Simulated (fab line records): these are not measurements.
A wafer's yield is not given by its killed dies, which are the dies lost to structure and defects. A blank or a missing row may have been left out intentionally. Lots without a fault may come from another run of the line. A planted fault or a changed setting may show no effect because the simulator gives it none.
Comparing a struck lot with a sound one	flow sky130	15 out of 708 route steps
Sound: wafers L774.4, L774.5, L774.6. Wafers struck: L784.2, L784.3, L784.5. The cause is named last.
At each step with rows: each side's tool, then ch and its chambers, then its first start. Under that, the readings that differ: sound wafers	struck wafers	difference of the means	sigmas: that difference in standard deviations of wafers without a fault.
alike: readings whose means differ by less than 2 such deviations, and words and numbers that are the same on both sides. not compared: withheld readings, readings that some wafer has no value for, bounds like >300 that may hide the same value, and numbers for which the record gives no deviation and whose values overlap.
A row with sigmas, a row that says differs or no value, or rows on one side alone: a step with any of these is where the two part. Non-overlapping numbers with no deviation appear without sigmas and do not part them. A reading missing from all wafers of one side parts the sides only when that side holds two or more wafers.

first, 2 steps without rows for these wafers: SKY_NWELL_IMPLANT_12; SKY_NWELL_IMPLANT_13.
SKY_NWELL_STRIP_14: strips in O2/N2.
  sound on plasma-asher-02 ch 0,1, day 5 14:21; struck on plasma-asher-03 ch 1, day 8 03:02
  alike: drypump-motor-current-A, oes-product-au, strip-time-to-endpoint-s
  not compared: rf-hours-counter-h
SKY_NWELL_TW_MEAS_15:
  sound on film-metro-01 at day 5 14:26; struck on film-metro-04 at day 8 03:08
reading	sound	struck	difference	sigmas
NWELL_TW	1774 1773 1763	1824 1828 1835	+59	+2
then, 7 steps without rows for these wafers: SKY_NWELL_DEHYDRATE_16 (time 60 s); SKY_NWELL_HMDS_17 (prime time 60 s); SKY_NWELL_COAT_18 (resist thk 3000 nm); SKY_NWELL_SOFTBAKE_19; SKY_NWELL_EXPOSE_20 (exposes mask NWM COMPLEMENT, target cd 840 nm); SKY_NWELL_PEB_21; SKY_NWELL_DEVELOP_22 (develop time 60 s).
SKY_NWELL_OVL_MEAS_23:
  sound on overlay-02 at day 6 08:46; struck on overlay-01 at day 9 00:38
  alike: NWELL_01_OVL
SKY_NWELL_IMPLANT_24:
  sound on implanter-03 ch 0, day 6 08:51; struck on implanter-02 ch 0, day 9 00:41
reading	sound	struck	difference	sigmas
dose-ions-cm2	9.221e+12 9.196e+12 9.21e+12	8.43e+12 8.426e+12 8.412e+12	-7.86e+11	-66
faraday-current-uA	53.9 52.6 52.5	47.1 47.3 47.7	-5.6	-6
SKY_NWELL_STRIP_25: strips in O2/N2.
  sound on plasma-asher-01 ch 0,1, day 6 08:58; struck on plasma-asher-02 ch 0,1, day 9 00:49
reading	sound	struck	difference	sigmas
drypump-motor-current-A (A)	6.5 6.4 6.5	5.4 5.5 5.4	-1.0	-2
  alike: oes-product-au, strip-time-to-endpoint-s
  not compared: rf-hours-counter-h
-- the record jumps here: 41 days lie between the struck wafers' starts before and after (it left off in module NWELL and takes up again in module PAD_OPEN, whose first step shown is number 708 of the route) --
SKY_PAD_OPEN_PROBE_99:
  sound on prober-01 at day 47 14:58; struck on prober-01 at day 50 02:17
reading	sound	struck	difference	sigmas
killed-at-contacts	28 22 24	34 35 38	+11	+2
model.etest.pfet_16v.r-on-ohm-um	1.528e+04 1.512e+04 1.52e+04	1.596e+04 1.631e+04 1.585e+04	+8.400e+02	
model.etest.res-pwell-under-gate.rs-ohm-sq	2279 2274 2258	2422 2428 2429	+156	
model.etest.pfet_16v.drive-ua-um	242.2 245.8 242	234.1 231.4 238.1	-8.8	
model.etest.field-n.vt-v (V)	36.36 35.94 36.33	33.83 34.21 33.83	-2.25	
  alike: killed_at_M0_to_M3, killed_at_M4_up, killed-at-front-end, killed-at-other, killed-dies, killed-open, killed-short

## WHERE THEY PART
At SKY_NWELL_TW_MEAS_15 first; at SKY_PAD_OPEN_PROBE_99 last (within this record only).

WHY: whatever the simulator had introduced
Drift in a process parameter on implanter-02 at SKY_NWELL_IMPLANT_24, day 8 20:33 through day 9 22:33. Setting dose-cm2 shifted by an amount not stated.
